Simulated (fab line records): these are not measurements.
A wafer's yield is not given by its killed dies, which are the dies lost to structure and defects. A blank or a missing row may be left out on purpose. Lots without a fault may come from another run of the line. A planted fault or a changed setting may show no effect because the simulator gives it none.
The tool behind it: which one? ; flow sky130 ; Sampling: 10 lots, 30 wafers, 6 of 708 route steps

WHAT THE GAUGES READ, wafer by wafer
The record holds no reading of a measuring or inspecting step that can be judged against a usual standard deviation.

WHICH TOOL RAN EACH LOT (tool, then ch and the chambers of the sampled wafers, then the start)
lot;SKY_METAL1_ETCH_18;SKY_VIA1_ETCH_14;SKY_VIA1_ETCH_15;SKY_VIA1_STRIP_16;SKY_VIA1_CVD_21;SKY_PAD_OPEN_PROBE_99
L359;rie metal-04 ch 0,1, day 32 12:59;rie diel-01 ch 0,1,3, day 33 17:20;rie diel-01 ch 0,1,3, day 33 17:23;plasma asher-04 ch 0, day 33 17:25;cvd w-02 ch 0,1, day 33 18:07;prober-02, day 45 12:10
L365;rie metal-04 ch 0, day 34 16:20;rie diel-02 ch 0,3, day 35 20:14;rie diel-02 ch 0,3, day 35 20:17;plasma asher-02 ch 0,1, day 35 20:20;cvd w-01 ch 0,1, day 35 21:04;prober-02, day 47 03:19
L366;rie metal-01 ch 0,1, day 34 17:50;rie diel-01 ch 0,1,2, day 35 22:17;rie diel-01 ch 0,1,2, day 35 22:20;plasma asher-03 ch 0,1, day 35 22:23;cvd w-01 ch 0,1, day 35 23:08;prober-01, day 47 07:24
L370;rie metal-03 ch 0,1, day 36 13:23;rie diel-02 ch 0,1,2, day 37 17:23;rie diel-02 ch 0,1,2, day 37 17:26;plasma asher-04 ch 0,1, day 37 17:28;cvd w-02 ch 1, day 37 18:12;prober-01, day 48 16:19
L373;rie metal-01 ch 0,1, day 38 12:04;rie diel-02 ch 1,2, day 39 14:28;rie diel-02 ch 1,2, day 39 14:30;plasma asher-02 ch 0,1, day 39 14:33;cvd w-01 ch 0,1, day 39 15:12;prober-01, day 49 21:32
L372;rie metal-03 ch 0,1, day 38 14:13;rie diel-03 ch 1,2, day 39 16:35;rie diel-03 ch 1,2, day 39 16:38;plasma asher-02 ch 0,1, day 39 16:41;cvd w-01 ch 0,1, day 39 17:20;prober-02, day 50 02:43
L375;rie metal-04 ch 0,1, day 38 15:35;rie diel-03 ch 0,3, day 39 18:12;rie diel-03 ch 0,3, day 39 18:14;plasma asher-03 ch 0,1, day 39 18:19;cvd w-01 ch 0,1, day 39 18:58;prober-01, day 50 03:08
L377;rie metal-01 ch 0,1, day 38 16:39;rie diel-02 ch 2,3, day 39 19:26;rie diel-02 ch 2,3, day 39 19:30;plasma asher-03 ch 0,1, day 39 19:35;cvd w-02 ch 0,1, day 39 20:14;prober-02, day 50 04:43
L374;rie metal-03 ch 0,1, day 38 17:08;rie diel-03 ch 0,2, day 39 19:42;rie diel-03 ch 0,2, day 39 19:44;plasma asher-04 ch 0,1, day 39 19:47;cvd w-02 ch 0,1, day 39 20:32;prober-01, day 50 06:07
L376;rie metal-04 ch 0,1, day 38 17:29;rie diel-02 ch 2,3, day 39 20:14;rie diel-02 ch 2,3, day 39 20:17;plasma asher-02 ch 0,1, day 39 20:20;cvd w-02 ch 0,1, day 39 20:59;prober-02, day 50 06:04
- SKY_METAL1_ETCH_18: etches BARC in N2/H2, stops on SiO2, time 45.9 s, target depth 60 nm.
- SKY_VIA1_ETCH_14: etches BARC in N2/H2, stops on SiO2, time 45.9 s, target depth 60 nm.
- SKY_VIA1_ETCH_15: etches SiO2 in C4F8/O2/Ar, stops on TiN, target depth 351 nm, time 54 s.
- SKY_VIA1_STRIP_16: strips in O2/N2.
- SKY_VIA1_CVD_21: deposits W, target thk 270 nm, time 80.902 s.
- SKY_PAD_OPEN_PROBE_99

AS READ BY THE TOOLS THEMSELVES (means over the sampled wafers that have a number; for cases with no such wafer, the mark the record gives instead)
SKY_METAL1_ETCH_18. Usual: drypump motor current A 5.8 A, standard deviation 0.32; oes product au 0.855 a.u., standard deviation 0.005; rf fwd power W 494.0 W, standard deviation 2.3; throttle valve pct 13.225 %, standard deviation 0.0085.
lot;tool;drypump motor current A (A);oes product au (a.u.);rf fwd power W (W);throttle valve pct (%);flag
L359;rie metal-04;6.0;0.861;495.9;13.225;
L365;rie metal-04;6.3;0.856;498.2;13.230;
L366;rie metal-01;5.9;0.856;492.7;13.222;
L370;rie metal-03;5.6;0.856;494.6;13.210;
L373;rie metal-01;5.9;0.851;493.9;13.228;
L372;rie metal-03;5.6;0.852;495.9;13.225;
L375;rie metal-04;6.0;0.855;494.8;13.223;
L377;rie metal-01;5.9;0.850;492.4;13.220;
L374;rie metal-03;5.8;0.853;495.0;13.234;
L376;rie metal-04;5.7;0.850;492.4;13.231;

SKY_VIA1_ETCH_14. Usual: drypump motor current A 5.6 A, standard deviation 0.61; oes product au 0.856 a.u., standard deviation 0.0052; rf fwd power W 494.6 W, standard deviation 1.9; throttle valve pct 13.225 %, standard deviation 0.0092.
lot;tool;drypump motor current A (A);oes product au (a.u.);rf fwd power W (W);throttle valve pct (%);flag
L359;rie diel-01;6.0;0.854;495.0;13.217;
L365;rie diel-02;5.5;0.856;495.8;13.231;
L366;rie diel-01;6.1;0.862;496.3;13.217;
L370;rie diel-02;5.3;0.857;494.1;13.223;
L373;rie diel-02;5.1;0.860;494.6;13.217;
L372;rie diel-03;6.4;0.852;494.7;13.229;
L375;rie diel-03;4.9;0.858;492.8;13.222;
L377;rie diel-02;5.3;0.855;576.3;13.218;OFF
L374;rie diel-03;5.9;0.858;493.4;13.228;
L376;rie diel-02;5.3;0.856;576.9;13.226;OFF

SKY_VIA1_ETCH_15. Usual: oes product au 0.981 a.u., standard deviation 0.0057; rf fwd power W 1485 W, standard deviation 5.
lot;tool;oes product au (a.u.);rf fwd power W (W);flag
L359;rie diel-01;0.988;1480;
L365;rie diel-02;0.980;1484;
L366;rie diel-01;0.981;1484;
L370;rie diel-02;0.982;1488;
L373;rie diel-02;0.977;1484;
L372;rie diel-03;0.977;1483;
L375;rie diel-03;0.980;1483;
L377;rie diel-02;0.983;1491;
L374;rie diel-03;0.984;1484;
L376;rie diel-02;0.980;1485;

SKY_VIA1_STRIP_16. Usual: drypump motor current A 6.0 A, standard deviation 0.52; oes product au 0.417 a.u., standard deviation 0.005; strip time to endpoint s 4.470 s, standard deviation 0.019.
lot;tool;drypump motor current A (A);oes product au (a.u.);strip time to endpoint s (s);flag
L359;plasma asher-04;6.3;0.417;4.449;
L365;plasma asher-02;5.8;0.414;4.458;
L366;plasma asher-03;6.3;0.423;4.448;
L370;plasma asher-04;6.2;0.415;4.474;
L373;plasma asher-02;5.8;0.421;4.465;
L372;plasma asher-02;5.4;0.414;4.477;
L375;plasma asher-03;6.1;0.420;4.499;
L377;plasma asher-03;6.1;0.414;4.392;OFF
L374;plasma asher-04;6.3;0.411;4.492;
L376;plasma asher-02;5.4;0.413;4.412;OFF

SKY_VIA1_CVD_21. Usual: heater power w 910 W, standard deviation 130.
lot;tool;heater power w (W);flag
L359;cvd w-02;915;
L365;cvd w-01;944;
L366;cvd w-01;930;
L370;cvd w-02;802;
L373;cvd w-01;932;
L372;cvd w-01;949;
L375;cvd w-01;1043;
L377;cvd w-02;869;
L374;cvd w-02;874;
L376;cvd w-02;863;

SKY_PAD_OPEN_PROBE_99. Usual: defect limited yield 82.5 %, standard deviation 2.1; killed_at_M0_to_M3 43, standard deviation 6.8; killed_at_M4_up 3.2, standard deviation 1.7; killed at contacts 24, standard deviation 5.6; killed at front end 15, standard deviation 4.7; killed at other 0.3, standard deviation 0.59; killed dies 86, standard deviation 10; killed open 47, standard deviation 6.8; killed short 39, standard deviation 6.4; sort_bin_3_pad_short 0.9 %, standard deviation 0.42; sort_bin_5_function 10.5 %, standard deviation 1.6; sort_bin_6_memory 6.2 %, standard deviation 1.1; sort n pass 406, standard deviation 10; sort yield pct 82.5 %, standard deviation 2.1.
lot;tool;defect limited yield (%);killed_at_M0_to_M3;killed_at_M4_up;killed at contacts;killed at front end;killed at other;killed dies;killed open;killed short;sort_bin_3_pad_short (%);sort_bin_5_function (%);sort_bin_6_memory (%);sort n pass;sort yield pct (%);flag
L359;prober-02;81.2;46;4.0;27;15;0.3;93;52;40;1.1;10.2;7.4;399;81.2;
L365;prober-02;83.6;40;2.0;21;17;0.7;81;43;38;0.7;9.8;5.9;411;83.6;
L366;prober-01;81.7;44;2.7;28;15;0.3;90;51;39;0.9;10.8;6.6;402;81.7;
L370;prober-01;81.2;53;4.3;19;16;0.0;92;48;44;0.9;10.8;7.0;400;81.2;
L373;prober-01;82.0;44;1.7;27;15;0.7;89;46;43;0.8;11.4;5.8;403;82.0;
L372;prober-02;81.6;48;3.7;22;17;0.0;91;51;39;1.1;11.7;5.6;401;81.6;
L375;prober-01;82.9;33;3.3;25;23;0.0;84;49;35;1.1;10.8;5.2;408;82.9;
L377;prober-02;84.9;38;1.0;23;12;0.0;74;37;37;0.5;9.0;5.6;418;84.9;
L374;prober-01;83.5;41;3.0;23;13;0.0;81;42;39;0.7;11.0;4.8;411;83.5;
L376;prober-02;83.4;37;3.0;24;18;0.7;82;46;36;1.0;9.8;5.8;410;83.4;

THE ANSWER, worked out from the rows above alone
Rule: a lot counts as off when the mean over its wafers that have a number is more than 3 standard deviations away from the usual mean. A lot without any number at a reading at which 4 lots or more have one is off too. All remaining lots with rows at the step are treated as sound. Order of review: gauges by route order, followed by the tools' own readings, for which a lot's mean as printed above is used. The first step at which some lot is off is used, and at that step the reading that is off furthest; a lot without a number counts as furthest.
Off, at SKY_VIA1_ETCH_14 on rf fwd power W: L377, L376.
A tool fits if, at that step or a process step before it, it ran every lot that is off, and no sound lot after the first of them. One fits: SKY_VIA1_ETCH_14 on rie diel-02. A fault onset in the window from L373 (day 39 14:28, its last sound lot) to L377 (day 39 19:26, its first lot off) fits.
The tool's own readings at SKY_VIA1_ETCH_14 bear it out: on the lots that are off they differ by more than 5 times the standard deviation of the sound lots' means. rf fwd power W reads 576.6 W there against 494.6 W on the sound lots.

WHAT THE SIMULATOR HAD INSERTED
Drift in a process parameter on rie diel-02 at SKY_VIA1_ETCH_14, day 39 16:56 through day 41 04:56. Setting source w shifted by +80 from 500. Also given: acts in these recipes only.
Struck lots among those shown: L377, L376. The same result came from the rule above.
